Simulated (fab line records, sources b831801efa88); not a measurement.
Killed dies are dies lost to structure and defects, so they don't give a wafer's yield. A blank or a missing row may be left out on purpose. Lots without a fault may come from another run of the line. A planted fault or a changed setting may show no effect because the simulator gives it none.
Chamber matching | flow sky130 | SKY_FIELD_ISO_CVD_24 on hdpcvd-02: 3 sister chambers
The step deposits SiO2, target thk 595 nm, time 99.2 s. 3 wafers are shown with their chamber, then 7 later ones without.

WAFERS WITH THEIR CHAMBER
wafer  | chamber | sih4_flow_sccm (sccm)
L827.4 | 1       | 60.21
L828.2 | 0       | 60.08
L828.5 | 2       | 59.69

WAFERS WITHOUT THEIR CHAMBER
wafer  | sih4_flow_sccm (sccm)
L829.2 | 60.12
L840.2 | 59.71
L840.3 | 59.88
L840.5 | 59.69
L842.2 | 60.17
L842.3 | 59.98
L842.5 | 59.95

WHICH CHAMBER EACH WENT THROUGH
wafer  | from the rows above          | in truth
L829.2 | can't be placed: 0 or 1      | 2
L840.2 | 2                            | 2
L840.3 | can't be placed: 2 or 0 or 1 | 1
L840.5 | 2                            | 2
L842.2 | can't be placed: 1 or 0      | 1
L842.3 | can't be placed: 0 or 1 or 2 | 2
L842.5 | can't be placed: 0 or 1 or 2 | 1
Placed correctly: 2 of 7. Can't be placed from these rows: 5 (the true chamber is among the candidates in 4). Placed wrongly: 0.
How it was worked out, from the rows above alone: a wafer's distance from a chamber is the root of the sum, over the readings, of the square of ((its reading less the chamber's mean) divided by the reading's scatter). The wafer belongs to the nearest chamber; if the next one is less than 2 further off, it can't be placed. A chamber's mean is the mean of its shown wafers. The scatter: with one shown wafer a chamber, the root of the mean of the squares of how far each hidden wafer lies from its nearest shown one.
